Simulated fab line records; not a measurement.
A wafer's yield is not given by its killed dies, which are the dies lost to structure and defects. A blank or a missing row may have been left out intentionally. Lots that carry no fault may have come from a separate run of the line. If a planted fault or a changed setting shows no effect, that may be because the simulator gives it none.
A lot that was struck, set against a sound lot | flow gf180mcu | 18 steps out of a route of 602
Sound: these wafers, L985.1, L985.2, L985.6. Struck: wafer L983.4. (L983.3, L983.5 of the same lot were not struck and are left out.) The cause comes at the end.
Each step with rows lists, per side, the tool, then ch with its chambers, then its first start. Under that, the readings that differ: sound wafers | struck wafers | difference of the means | sigmas: that difference in standard deviations of wafers without a fault.
alike: a reading whose means differ by less than 2 such deviations, as well as words and numbers matching on both sides. not compared: withheld readings; readings where some wafer has no value; bounds like >300 that might hide an equal value; numbers whose values overlap and for which the record gives no deviation.
A row with sigmas, a row that says differs or no value, or rows on one side alone: a step with any of these is where the two part. Non-overlapping numbers with no deviation appear without sigmas and do not part them. Lack of a reading on every wafer of one side parts them only where that side has two or more wafers.

first, 3 steps without rows for these wafers: GF_MIM_EXPOSE_16 (exposes mask FuseTop, target cd 2000 nm); GF_MIM_PEB_17; GF_MIM_DEVELOP_18 (develop time 60 s).
GF_MIM_METAL_ETCH_19: etches the open film in Cl2/BCl3, stops on Si3N4, target depth 324.5 nm, time 54.1 s.
  sound on rieMetal-02 ch 0,1, day 29 19:31; struck on rieMetal-03 ch 0, day 29 01:22
  alike: drypumpMotorCurrentA, oesProductAu, throttleValvePct
  not compared: rfHoursCounterH
GF_MIM_STRIP_20: strips in O2/N2.
  sound on plasmaAsher-04 ch 0,1, day 29 19:35; struck on plasmaAsher-02 ch 0, day 29 01:27
reading                  | sound       | struck | difference | sigmas
drypumpMotorCurrentA (A) | 5.8 5.1 5.1 | 6.4    | +1.1       | +3
  alike: heaterPowerW, o2FlowSccm, oesProductAu, stripTimeToEndpointS
  not compared: rfHoursCounterH
then, 7 steps without rows for these wafers: GF_MIM_STRIP_21 (strips in post etch residue remover, time 1200 s); GF_MIM_CLEAN_22 (cleans in DIW); GF_M5_DEHYDRATE_00 (time 60 s); GF_M5_HMDS_01 (prime time 60 s); GF_M5_COAT_02 (resist thk 1000 nm); GF_M5_SOFTBAKE_03 (time 60 s); GF_M5_EXPOSE_04 (exposes mask Metal5, target cd 280 nm).
GF_M5_PEB_05: peb time 90 s.
  sound on lithoTrack-04 ch 0, day 30 14:33; struck on lithoTrack-03 ch 0, day 29 20:16
reading               | sound             | struck | difference | sigmas
heaterPowerTotalW (W) | 85.65 85.81 85.72 | 88.23  | +2.50      | +32
  alike: exhaustPa, resistLineTempC
then, 1 step without rows for these wafers: GF_M5_DEVELOP_06 (develop time 60 s).
GF_M5_CD_MEAS_07 targets a cd of 280 nm.
  sound on cdSem-01 at day 30 14:54; struck on cdSem-01 at day 29 20:36
  alike: cdNm
GF_M5_OVL_MEAS_08:
  sound on overlay-02 at day 30 15:01; struck on overlay-02 at day 29 20:41
  alike: M5_OVL
GF_M5_ETCH_09: etches Si3N4 in CF4/O2, target depth 52 nm, time 11.6 s.
  sound on rieDiel-01 ch 0,1, day 30 15:03; struck on rieDiel-03 ch 2, day 29 20:43
reading                  | sound           | struck | difference | sigmas
drypumpMotorCurrentA (A) | 5.74 5.94 5.94  | 5.18   | -0.69      | -3
model.M5.cdNm (nm)       | 281 281.5 281.6 | 282.5  | +1.1       | 
  alike: cf4FlowSccm, oesProductAu, throttleValvePct
  not compared: rfHoursCounterH
GF_M5_METAL_ETCH_10: etches the open film in Cl2/BCl3, stops on SiO2, target depth 750.8 nm, time 125.1 s.
  sound on rieMetal-01 ch 0,1, day 30 15:04; struck on rieMetal-01 ch 1, day 29 20:47
  alike: drypumpMotorCurrentA, oesProductAu, throttleValvePct
  not compared: rfHoursCounterH

WHERE THEY PART
At GF_MIM_STRIP_20 first; at GF_M5_ETCH_09 last (within this record only). Later steps at which nothing parts them and some readings are alike: GF_M5_METAL_ETCH_10.

WHY: what the simulator had put in
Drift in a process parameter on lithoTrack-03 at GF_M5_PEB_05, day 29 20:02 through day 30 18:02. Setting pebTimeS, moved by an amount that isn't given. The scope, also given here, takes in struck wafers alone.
